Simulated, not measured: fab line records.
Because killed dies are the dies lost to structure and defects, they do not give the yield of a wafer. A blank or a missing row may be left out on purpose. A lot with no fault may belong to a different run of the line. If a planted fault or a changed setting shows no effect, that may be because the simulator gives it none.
Code-filled problem report in 8D (eight disciplines) form + flow sky130 + the parts of the form that need people (team, actions taken, sign-off) are left out

1. THE PROBLEM
Wafers without a fault read 43, standard deviation 7.5; killed_at_M0_to_M3 at SKY_PAD_OPEN_PROBE_99 reads a mean of 168 on 3 wafers belonging to 2 lots. Measured from the usual mean, that is +17 standard deviations.
First seen on wafer L162.1, day 49 04:53, on prober-02. The record holds 24 wafers of 8 lots with a number at this step. By rule, "out" or "out of limits" means more than 4 standard deviations away from the usual mean. The rest of the wafers with a number are treated as sound.

2. WHAT IT IS; WHAT IT IS NOT
| question                    | is                                                                                                                                        | is not                                                                                 |
|-----------------------------|-------------------------------------------------------------------------------------------------------------------------------------------|----------------------------------------------------------------------------------------|
| which readings at this step | killed_at_M0_to_M3, defect limited yield, killed dies, killed on rim, sort_bin_5_function, sort_bin_6_memory, sort n pass, sort yield pct | killed_at_M4_up, killed at contacts, killed at front end, killed at other, killed open |
| which lots                  | L162, L163                                                                                                                                | L152, L155, L159, L160, L168, L172                                                     |
| which wafers of those lots  | L162.1, L162.6, L163.5                                                                                                                    | L162.5, L163.4, L163.6                                                                 |
| read on which tools         | prober-01, prober-02                                                                                                                      | -                                                                                      |
| when                        | from day 49 04:53                                                                                                                         | up to then (12 sound wafers); but 9 sound wafers of L162, L163, L168, L172 came after  |

3. SUSPECTS, AND WHAT RULES EACH OUT
Counting: if a tool at a process step up to the reading ran every lot that is out, it stays a suspect. Sound lots after the first of them don't rule it out here, since some wafers of a struck lot are sound.
- cmp-02 at SKY_VIA3_CMP_24 (polishes, stops on SiO2, t overpolish 20 s, target thk 0 nm): kept. Every lot that is out went through it, the first being L162 (day 43 12:01); the last sound lot it ran before that was L160 (day 43 01:01).
- In cmp-02 at SKY_VIA3_CMP_24, the wafers that are out were processed in chamber 1 and their sound lot-mates in chambers 0, 2.
Remaining after the count: cmp-02 at SKY_VIA3_CMP_24.

4. THE CAUSE (what the simulator had put in)
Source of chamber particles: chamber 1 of cmp-02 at SKY_VIA3_CMP_24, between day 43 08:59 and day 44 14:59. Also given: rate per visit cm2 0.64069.
Counting left only this tool.

5. THE EFFECT CHAIN, in route order
Rows list readings where the struck wafers' mean (over those with a number) sits beyond 3 standard deviations from the usual. Readings are gone through only where the record gives a usual standard deviation; hours: the median, over the lots, of the time from a lot's start at the first step in this table giving one to that lot's start at this step; sigmas: the change measured in usual standard deviations.
| hours | step                  | reading              | usual  | on struck wafers | change | sigmas |
|-------|-----------------------|----------------------|--------|------------------|--------|--------|
| 0     | SKY_PAD_OPEN_PROBE_99 | defect limited yield | 82.5 % | 58.3             | -24.2  | -11    |
| 0     | SKY_PAD_OPEN_PROBE_99 | killed_at_M0_to_M3   | 43     | 168              | +125   | +17    |
| 0     | SKY_PAD_OPEN_PROBE_99 | killed dies          | 86     | 205              | +119   | +11    |
| 0     | SKY_PAD_OPEN_PROBE_99 | killed on rim        | 17     | 43               | +26    | +7.1   |
| 0     | SKY_PAD_OPEN_PROBE_99 | sort_bin_3_pad_short | 0.8 %  | 2.5              | +1.7   | +4.8   |
| 0     | SKY_PAD_OPEN_PROBE_99 | sort_bin_5_function  | 10.4 % | 25.4             | +15.0  | +9.4   |
| 0     | SKY_PAD_OPEN_PROBE_99 | sort_bin_6_memory    | 6.3 %  | 13.7             | +7.4   | +5.7   |
| 0     | SKY_PAD_OPEN_PROBE_99 | sort n pass          | 406    | 287              | -119   | -11    |
| 0     | SKY_PAD_OPEN_PROBE_99 | sort yield pct       | 82.5 % | 58.3             | -24.2  | -11    |
The process steps in it:
- SKY_PAD_OPEN_PROBE_99

6. WHAT WOULD HAVE CAUGHT IT SOONER
In this record no reading fell out of limits until day 49 04:53, 140 hours after the fault had begun at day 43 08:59.
Of the tool readings at SKY_VIA3_CMP_24 for which the record gives a usual standard deviation, none was out on any struck wafer, so an alarm limit of 4 standard deviations on them would not have fired.
All the lots that are out (2) had begun SKY_VIA3_CMP_24 on cmp-02 by day 49 04:53. Had the tool been put on hold then, not one of them would have been saved.
